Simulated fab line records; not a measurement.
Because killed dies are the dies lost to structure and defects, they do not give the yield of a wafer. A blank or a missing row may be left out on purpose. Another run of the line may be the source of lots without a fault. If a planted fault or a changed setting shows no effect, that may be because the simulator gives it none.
A struck lot beside a sound one | flow gf180mcu | 17 out of 602 route steps
Sound: the wafers L923.3, L923.4, L923.6. Wafers struck: L936.2, L936.5, L936.6. Last of all comes the cause.
Per side, at each step with rows, come the tool, then ch with its chambers, and then its first start. Under that, the readings that differ: sound wafers | struck wafers | difference of the means | sigmas: that difference in standard deviations of wafers without a fault.
alike: readings with means less than 2 such deviations apart, plus words and numbers identical on both sides. not compared: withheld readings, readings lacking a value on some wafer, bounds such as >300 that could conceal the same value, and numbers that have no deviation in the record and whose values overlap.
Wherever a step has rows on one side only, a row that says differs or no value, or a row with sigmas, the two part there. When numbers do not overlap yet have no deviation, they are printed without sigmas and do not part them. A reading missing from all wafers of one side parts the sides only when that side holds two or more wafers.

GF_STI_ETCH_14: etches Si in HBr/Cl2/O2, target depth 360 nm, time 102.9 s.
  sound on rie-si-02 ch 1,2, day 3 14:38; struck on rie-si-01 ch 0,3, day 6 12:50
  alike: HBr_flow_sccm, O2_flow_sccm, drypump-motor-current-A, oes-product-au, throttle-valve-pct
  not compared: rf-hours-counter-h
GF_STI_STRIP_15: strips in O2/N2.
  sound on plasma-asher-01 ch 0,1, day 3 14:44; struck on plasma-asher-02 ch 0,1, day 6 12:55
  reading            | sound       | struck      | difference | sigmas
  heater-power-w (W) | 326 340 338 | 425 420 350 | +64        | +2
  alike: drypump-motor-current-A, oes-product-au, strip-time-to-endpoint-s
  not compared: rf-hours-counter-h
then, 6 steps without rows for these wafers: GF_STI_CLEAN_16 (cleans in dHF, time 25 s); GF_STI_WET_ETCH_17 (etches Si3N4 in H3PO4, target depth 45 nm, time 514 s); GF_STI_CLEAN_18 (cleans in SC1/SC2, time 150 s); GF_STI_CLEAN_19 (cleans in dHF, time 20 s); GF_STI_WET_ETCH_20 (etches SiO2 in dHF, target depth 20 nm, time 400 s); GF_STI_OXIDATION_21 (stabilise 600 s, purge 300 s, target thk 15 nm).
GF_STI_THK_MEAS_22:
  sound on film-metro-04 at day 3 18:53; struck on film-metro-04 at day 6 14:34
  alike: STI_OXIDATION_01_THK
then, 1 step without rows for these wafers: GF_STI_CVD_23 (deposits SiO2, target thk 650 nm, time 108.3 s).
GF_STI_THK_MEAS_24:
  sound on film-metro-03 at day 3 19:02; struck on film-metro-01 at day 6 14:43
  alike: STI_CVD_23_THK
GF_STI_CMP_25: polishes, stops on Si3N4, t overpolish 33 s, target thk 524.6 nm.
  sound on cmp-01 ch 1,2,3, day 3 19:10; struck on cmp-01 ch 2,3, day 6 14:49
  alike: motor-current-A, overpolish-run-s, time-to-endpoint-s
GF_STI_WET_ETCH_26: etches SiO2 in dHF, target depth 94 nm, time 188 s.
  sound on wet-bench-04 ch 1, day 3 19:22; struck on wet-bench-04 ch 2, day 6 15:06
  no value came back on the struck wafers for bath-heat-duty-pct (%), run-length-s (s); on the sound wafers bath-heat-duty-pct (%) reads 6.7 6.7 7.0
  reading                               | sound             | struck            | difference | sigmas
  model.SiO2_of_STI_CVD_23.thk-nm (nm)  | 430.8 431.1 428.4 | 523.1 522.9 523.3 | +93.0      |
  model.Si3N4_of_STI_CVD_03.thk-nm (nm) | 152.2 152.5 151.9 | 156.9 156.5 154.6 | +3.8       |
then, 1 step without rows for these wafers: GF_STI_WET_ETCH_27 (etches Si3N4 in H3PO4, target depth 160 nm, time 1825 s).
GF_STI_WET_ETCH_28: etches SiO2 in dHF, target depth 20 nm, time 40 s.
  sound on wet-bench-03 ch 1, day 3 19:57; struck on wet-bench-04 ch 2, day 6 15:40
  reading                              | sound           | struck            | difference | sigmas
  model.SiO2_of_STI_CVD_23.thk-nm (nm) | 403 403.4 400.4 | 495.4 495.4 495.8 | +93.3      |
  alike: bath-heat-duty-pct, run-length-s
then, 1 step without rows for these wafers: GF_STI_OXIDATION_29 (stabilise 600 s, purge 300 s, target thk 10 nm).
-- the record jumps here: 28 days lie between the struck wafers' starts before and after (it left off in module STI and takes up again in module PASSIVATION, whose first step shown is number 602 of the route) --
GF_PASSIVATION_PROBE_99:
  only the struck wafers here have rows in the record (prober-02, day 34 13:24); the sound ones have none

## WHERE THEY PART
At GF_STI_STRIP_15 first; at GF_PASSIVATION_PROBE_99 last (within this record only).

WHY: what had been put in by the simulator
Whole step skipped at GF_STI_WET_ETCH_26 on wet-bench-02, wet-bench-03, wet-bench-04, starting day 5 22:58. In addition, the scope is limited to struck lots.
